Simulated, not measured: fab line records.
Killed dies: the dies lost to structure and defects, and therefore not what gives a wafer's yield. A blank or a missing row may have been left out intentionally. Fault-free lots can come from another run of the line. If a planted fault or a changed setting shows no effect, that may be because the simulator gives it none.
2 desks looking at one fault	flow sky130	only its own numbers are on each desk; what lay behind them is given at the end

== METROLOGY DESK ==
Means of the sampled wafers that have a number, per lot and without regard to the tool the lot ran on: this is what the gauges read. Any lot whose mean is over 4 standard deviations away from the usual mean is out of limits and marked OUT; that distance is given in the brackets.
Columns: A = SONOS_ONO_CVD_04_THK at SKY_SONOS_ONO_THK_MEAS_05, usual 5.77 nm; B = LDD_HVP_OVL at SKY_LDD_HVP_OVL_MEAS_07, usual -0.5 nm
lot	first seen here	A	B
L161	day 11 02:19	5.82	-0.5
L163	day 11 21:52	5.66	-1.7
L164	day 12 08:03	5.71	-1.0
L165	day 13 03:23	5.73	-0.5
L167	day 13 22:56	5.83	-2.1
L168	day 14 00:11	5.72	0.3
L169	day 14 15:43	5.78	0.4
L171	day 14 18:09	5.72	0.9
L173	day 15 10:34	5.88	0.2
L178	day 16 23:22	5.81	-0.4
L180	day 17 23:47	5.68	0.1
L182	day 19 17:43	5.66	-1.1
L184	day 19 20:20	5.79	0.4
Result from this desk: across the 13 lots, nothing is out of limits.

== DESK OF THE TOOL OWNER: implanter-04 ==
For each lot that ran on this tool, the mean over its sampled wafers that have a number, from the tool's own readings at SKY_NWELL_IMPLANT_12. Any lot whose mean is over 4 standard deviations away from the usual mean is out of limits and marked OUT; that distance is given in the brackets.
Columns: A = dose ions cm2 at SKY_NWELL_IMPLANT_12, usual 1.2999e+12; B = faraday current uA at SKY_NWELL_IMPLANT_12, usual 7.30
lot	first seen here	A	B
L163	day 4 23:22	1.3000e+12	7.37
L165	day 5 10:00	1.3016e+12	7.39
L168	day 6 11:51	1.3001e+12	7.06
L169	day 6 21:00	1.4073e+12 (+83) OUT	7.92 (+4.8) OUT
L171	day 7 01:00	1.4111e+12 (+86) OUT	7.87 (+4.4) OUT
L173	day 7 12:01	1.4088e+12 (+84) OUT	7.99 (+5.3) OUT
L182	day 10 15:34	1.3014e+12	7.29
L184	day 10 16:34	1.3000e+12	7.39
Finding of this desk: L169, L171, L173 out of limits; the first was L169 at day 6 21:00, on dose ions cm2 at SKY_NWELL_IMPLANT_12. L163, L165, L168, L182, L184: within limits.

== PUT TOGETHER ==
The tool owner's desk could have raised an alarm at day 6 21:00, on L169, L171, L173.
From the metrology desk's view, nothing was out of limits.
The metrology desk holds a record of L169, L171, L173, inside its limits.
Of the lots named, all ran SKY_NWELL_IMPLANT_12 on implanter-04.

== WHAT THE SIMULATOR HAD INSERTED ==
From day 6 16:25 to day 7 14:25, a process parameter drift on implanter-04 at SKY_NWELL_IMPLANT_12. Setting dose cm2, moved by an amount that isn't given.
Struck lots among those shown: L169, L171, L173.
Each desk's first reading out of limits, in hours after the fault started: the tool owner's desk, 5.
